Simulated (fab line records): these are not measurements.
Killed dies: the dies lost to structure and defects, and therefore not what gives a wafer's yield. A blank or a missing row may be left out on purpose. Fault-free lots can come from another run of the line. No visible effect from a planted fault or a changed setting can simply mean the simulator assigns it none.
Which tool did it?	flow gf180mcu	14 lots, 42 wafers sampled, at 5 steps of a route of 602

== WHAT THE GAUGES SHOWED, per wafer ==
GF_VT_IMPLANT_OVL_MEAS_40. Usual: VT_IMPLANT_03_OVL gives 2.0 nm (standard deviation 1.4).
lot	measured	on	VT_IMPLANT_03_OVL (nm)	flag
L895	day 7 13:40	overlay-02	2.3 1.5 2.1	
L896	day 7 22:50	overlay-02	1.9 1.1 3.7	
L897	day 8 10:50	overlay-02	1.1 0.8 2.6	
L898	day 8 17:50	overlay-01	-1.9 -0.3 1.0	
L899	day 8 18:37	overlay-02	1.3 0.9 1.4	
L900	day 8 23:07	overlay-01	3.5 4.0 3.6	
L902	day 9 17:28	overlay-01	1.9 2.9 3.0	
L903	day 10 02:04	overlay-02	2.1 2.5 1.6	
L904	day 10 07:13	overlay-02	5.4 4.1 5.1	
L907	day 11 03:23	overlay-01	0.9 -0.6 -0.3	
L908	day 11 09:14	overlay-01	2.2 1.7 1.0	
L909	day 11 12:40	overlay-01	2.5 0.8 2.9	
L917	day 14 03:40	overlay-02	0.8 1.1 1.0	
L918	day 14 12:05	overlay-02	3.4 3.4 2.8	

GF_VT_IMPLANT_RS_MEAS_47: measurement is done with a four-point probe. Usual: NWELL_RS gives 488.2 ohm/sq (standard deviation 1.3).
lot	measured	on	NWELL_RS (ohm/sq)	flag
L895	day 7 14:18	film-metro-02	489.7 488.8 489.8	
L896	day 7 23:28	film-metro-03	487.8 487.0 486.6	
L897	day 8 11:28	film-metro-03	491.6 490.8 490.3	
L898	day 8 18:27	film-metro-02	488.8 489.2 488.3	
L899	day 8 19:16	film-metro-03	485.3 487.6 487.1	
L900	day 8 23:46	film-metro-03	487.9 488.8 487.1	
L902	day 9 18:04	film-metro-04	487.8 488.5 489.0	
L903	day 10 02:40	film-metro-03	489.7 486.7 488.2	
L904	day 10 07:49	film-metro-03	487.3 486.3 486.3	
L907	day 11 04:00	film-metro-04	487.6 488.6 488.3	
L908	day 11 09:52	film-metro-02	488.7 487.0 486.7	
L909	day 11 13:18	film-metro-02	486.8 487.5 487.9	
L917	day 14 04:23	film-metro-04	489.1 488.6 489.0	
L918	day 14 12:44	film-metro-03	489.1 489.4 488.2	

GF_DUAL_GATE_OVL_MEAS_11. Usual: DUAL_GATE_OVL gives -1.0 nm (standard deviation 1.2).
lot	measured	on	DUAL_GATE_OVL (nm)	flag
L895	day 8 08:43	overlay-02	-0.2 -0.5 -3.1	
L896	day 8 17:45	overlay-02	-0.9 -1.7 -0.7	
L897	day 9 07:15	overlay-02	1.6 -0.3 1.8	
L898	day 9 14:39	overlay-01	1.0 1.5 -0.8	
L899	day 9 14:58	overlay-02	-0.7 0.2 0.2	
L900	day 9 20:07	overlay-01	0.4 -0.7 0.4	
L902	day 10 15:32	overlay-01	-1.1 -1.5 -0.7	
L903	day 10 23:06	overlay-02	-3.2 -3.0 -3.0	
L904	day 11 04:48	overlay-01	-0.1 -0.9 0.4	
L907	day 12 00:45	overlay-01	-0.5 -0.9 1.1	
L908	day 12 06:42	overlay-02	-0.2 1.6 -0.9	
L909	day 12 10:12	overlay-01	-2.6 -3.7 -2.7	
L917	day 15 03:39	overlay-02	-0.2 -0.2 0.8	
L918	day 15 12:59	overlay-01	1.4 -0.2 -0.3	

GF_POLY_GATE_THK_MEAS_01. Usual: POLY_GATE_CVD_00_THK gives 200.5 nm (standard deviation 2.1).
lot	measured	on	POLY_GATE_CVD_00_THK (nm)	flag
L895	day 8 12:32	film-metro-01	201.0 202.3 203.7	
L896	day 8 21:30	film-metro-03	201.9 201.1 200.6	
L897	day 9 10:25	film-metro-04	200.1 197.5 198.0	
L898	day 9 19:12	film-metro-03	198.8 200.8 199.4	
L899	day 9 19:13	film-metro-01	200.9 200.5 200.3	
L900	day 10 00:43	film-metro-04	195.7 196.3 195.2	
L902	day 10 20:05	film-metro-04	201.2 200.8 201.2	
L903	day 11 03:06	film-metro-04	204.3 202.0 202.2	
L904	day 11 09:33	film-metro-04	201.4 202.7 203.0	
L907	day 12 04:34	film-metro-04	314.0 316.3 314.5	OFF
L908	day 12 10:24	film-metro-03	311.4 312.5 313.1	OFF
L909	day 12 13:23	film-metro-04	197.1 197.3 198.3	
L917	day 15 06:52	film-metro-04	201.3 200.8 201.3	
L918	day 15 16:09	film-metro-04	200.9 200.7 201.9	

== WHICH TOOL RAN EACH LOT (tool, then ch and the chambers of the sampled wafers, then the start) ==
lot	GF_POLY_GATE_CVD_00
L895	lpcvd-02 ch 1, day 8 10:31
L896	lpcvd-02 ch 0, day 8 20:10
L897	lpcvd-02 ch 0, day 9 09:04
L898	lpcvd-01 ch 1, day 9 17:52
L899	lpcvd-01 ch 1, day 9 17:52
L900	lpcvd-01 ch 1, day 9 22:41
L902	lpcvd-02 ch 0, day 10 18:45
L903	lpcvd-02 ch 0, day 11 01:46
L904	lpcvd-02 ch 1, day 11 07:33
L907	lpcvd-02 ch 0, day 12 02:34
L908	lpcvd-02 ch 1, day 12 09:04
L909	lpcvd-01 ch 0, day 12 12:01
L917	lpcvd-02 ch 1, day 15 05:29
L918	lpcvd-01 ch 1, day 15 14:49
- GF_POLY_GATE_CVD_00: deposits poly-Si, target thk 200 nm, time 1200 s.

== AS READ BY THE TOOLS THEMSELVES (means over the sampled wafers that have a number; for cases with no such wafer, the mark the record gives instead) ==
GF_POLY_GATE_CVD_00. Usual: pressure-mtorr 200.0 mTorr, standard deviation 0.4; zone-power-lower-pct 8.6 %, standard deviation 0.67.
lot	tool	pressure-mtorr (mTorr)	zone-power-lower-pct (%)	flag
L895	lpcvd-02	200.4	8.6	
L896	lpcvd-02	200.3	8.6	
L897	lpcvd-02	200.4	8.6	
L898	lpcvd-01	200.0	7.7	
L899	lpcvd-01	200.2	7.6	
L900	lpcvd-01	199.2	7.6	
L902	lpcvd-02	200.1	8.5	
L903	lpcvd-02	200.0	8.5	
L904	lpcvd-02	199.9	8.7	
L907	lpcvd-02	199.8	8.4	
L908	lpcvd-02	199.5	8.6	
L909	lpcvd-01	199.8	9.5	
L917	lpcvd-02	200.3	8.7	
L918	lpcvd-01	199.9	7.6	

== THE ANSWER, worked out from the rows above alone ==
Rule: take the mean of a lot's wafers that have a number; if it is more than 3 standard deviations from the usual mean, the lot is off. Also off: a lot with no number at a reading for which 4 or more lots have one. Any other lot the step has rows for is counted as sound. After the gauges, taken in route order, come the tools' own readings; for these a lot's mean is taken, as printed above. At the first step where some lot is off, the reading lying furthest off is the one used; lots without a number count as furthest.
Off: L907, L908, seen at GF_POLY_GATE_THK_MEAS_01 (POLY_GATE_CVD_00_THK).
If a tool, at a process step before that reading, ran all the lots that are off and no sound lot after the first of them, it fits. The gauges at GF_POLY_GATE_THK_MEAS_01 are tried like those tools. Not one of the candidates tried fits.

== WHAT THE SIMULATOR PUT IN ==
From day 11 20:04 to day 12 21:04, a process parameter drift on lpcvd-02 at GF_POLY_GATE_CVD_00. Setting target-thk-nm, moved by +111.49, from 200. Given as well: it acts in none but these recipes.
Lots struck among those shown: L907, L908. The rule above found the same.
